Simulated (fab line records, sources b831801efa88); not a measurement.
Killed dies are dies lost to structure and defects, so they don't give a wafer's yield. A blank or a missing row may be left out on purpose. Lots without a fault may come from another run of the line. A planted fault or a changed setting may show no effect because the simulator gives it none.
Which tool did it? | flow sky130 | 6 lots, 18 wafers sampled, at 2 steps of a route of 708

WHAT THE GAUGES READ, wafer by wafer
SKY_VIA4_RS_MEAS_19: measures by four-point-probe.
lot  | measured     | on            | VIA4_W_RS (ohm/sq)
L741 | day 42 19:23 | film_metro-04 | 0.227 0.231 0.229
L746 | day 45 10:02 | film_metro-02 | 0.224 0.228 0.228
L750 | day 45 15:02 | film_metro-04 | 0.227 0.227 0.226
L752 | day 45 23:10 | film_metro-03 | 0.226 0.232 0.227
L755 | day 46 16:28 | film_metro-03 | 0.137 0.135 0.224
L759 | day 48 14:27 | film_metro-04 | 0.224 0.232 0.232

WHICH TOOL RAN EACH LOT (tool, then ch and the chambers of the sampled wafers, then the start)
lot  | SKY_VIA4_CVD_18
L741 | cvd_w-02 ch 0,1, day 42 19:13
L746 | cvd_w-02 ch 0,1, day 45 09:52
L750 | cvd_w-01 ch 0,1, day 45 14:53
L752 | cvd_w-01 ch 0,1, day 45 23:01
L755 | cvd_w-01 ch 0,1, day 46 16:19
L759 | cvd_w-02 ch 0,1, day 48 14:18
- SKY_VIA4_CVD_18: deposits W, target thk 505 nm, time 152.14 s.

THE ANSWER, worked out from the rows above alone
Rule: what is usual is taken from the lots themselves. Put in order of their means at a reading, lots are off if they are a third of the lots or fewer, leave a main group of 4 or more, and stand apart from it by a gap of 3 or more times the standard deviation of the main group's means; of several such gaps the widest counts. A main group whose means are all the same, to the digits that the tables above print for the reading, isn't used. A lot without any number at a reading at which 4 lots or more have one is off too. The other lots that the step has rows for count as sound.
Off: L755, at SKY_VIA4_RS_MEAS_19 (VIA4_W_RS). The main group: mean 0.228 ohm/sq, standard deviation 0.0011.
A tool fits if, at a process step before that reading, it ran every lot that is off, and no sound lot after the first of them. The gauges at SKY_VIA4_RS_MEAS_19 are tried like those tools. Can't be told from this: 2 tools fit, cvd_w-01 at SKY_VIA4_CVD_18, film_metro-03 at SKY_VIA4_RS_MEAS_19.

WHAT THE SIMULATOR HAD PUT IN
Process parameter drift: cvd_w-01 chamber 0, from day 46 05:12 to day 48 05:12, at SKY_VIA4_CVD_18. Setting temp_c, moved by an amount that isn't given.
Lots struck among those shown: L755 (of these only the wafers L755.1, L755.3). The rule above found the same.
